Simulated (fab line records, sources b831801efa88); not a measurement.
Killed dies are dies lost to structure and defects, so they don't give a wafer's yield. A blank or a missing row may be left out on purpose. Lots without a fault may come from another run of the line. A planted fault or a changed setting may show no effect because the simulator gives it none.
One fault seen from 2 desks | flow sky130 | each desk has only its own numbers; what lay behind them comes last

THE METROLOGY DESK
What the gauges read, lot by lot, whatever tool the lot ran on: means of the sampled wafers that have a number. A lot is out of limits, marked OUT, if its mean lies more than 4 standard deviations from the usual mean; the brackets give that distance.
Columns: A = VIA4_W_RS at SKY_VIA4_RS_MEAS_19, usual 0.2276 ohm/sq; B = VIA4_W_THK at SKY_VIA4_THK_MEAS_20, usual 509 nm
lot  | first seen here | A                 | B
L933 | day 42 13:47    | 0.2264            | 513
L935 | day 43 07:50    | 0.2271            | 507
L936 | day 43 13:06    | 0.2301            | 499
L937 | day 44 07:43    | 0.2248            | 516
L939 | day 44 12:54    | 0.2273            | 510
L940 | day 44 21:53    | 0.2275            | 508
L942 | day 45 15:11    | 0.2290            | 505
L944 | day 45 20:16    | 0.2235            | 521
L948 | day 47 00:42    | 0.2435 (+5.5) OUT | 476 (-4.2) OUT
L951 | day 48 22:19    | 0.2261            | 513
L955 | day 48 23:04    | 0.2256            | 513
This desk's finding: out of limits on L948; first on L948, day 47 00:42 (VIA4_W_RS at SKY_VIA4_RS_MEAS_19). In limits: L933, L935, L936, L937, L939, L940, L942, L944, L951, L955.

THE TOOL OWNER'S DESK: cvd_w-01
The tool's own readings at SKY_VIA4_CVD_18 (deposits W, target thk 505 nm, time 152.14 s): means of the sampled wafers that have a number, for each lot that ran on this tool. A lot is out of limits, marked OUT, if its mean lies more than 4 standard deviations from the usual mean; the brackets give that distance.
Columns: A = heater_power_w at SKY_VIA4_CVD_18, usual 825 W; B = susceptor_temp_C at SKY_VIA4_CVD_18, usual 399.95 C
lot  | first seen here | A   | B
L935 | day 43 07:34    | 874 | 399.97
L936 | day 43 12:48    | 871 | 400.13
L939 | day 44 12:43    | 886 | 399.79
L940 | day 44 21:44    | 873 | 399.68
L942 | day 45 15:02    | 890 | 399.70
L948 | day 47 00:33    | 850 | 396.45 (-15) OUT
This desk's finding: out of limits on L948; first on L948, day 47 00:33 (susceptor_temp_C at SKY_VIA4_CVD_18). In limits: L935, L936, L939, L940, L942.

PUT TOGETHER
The tool owner's desk could have raised an alarm at day 47 00:33, on L948.
The metrology desk could have raised an alarm at day 47 00:42, on L948.
Of the lots named, all ran SKY_VIA4_CVD_18 on cvd_w-01.

WHAT THE SIMULATOR HAD PUT IN
Process parameter drift: cvd_w-01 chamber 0, from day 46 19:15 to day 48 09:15, at SKY_VIA4_CVD_18. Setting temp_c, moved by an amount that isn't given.
Lots struck among those shown: L948.
Hours from the fault's start to each desk's first reading out of limits: the tool owner's desk, 5; the metrology desk, 5.
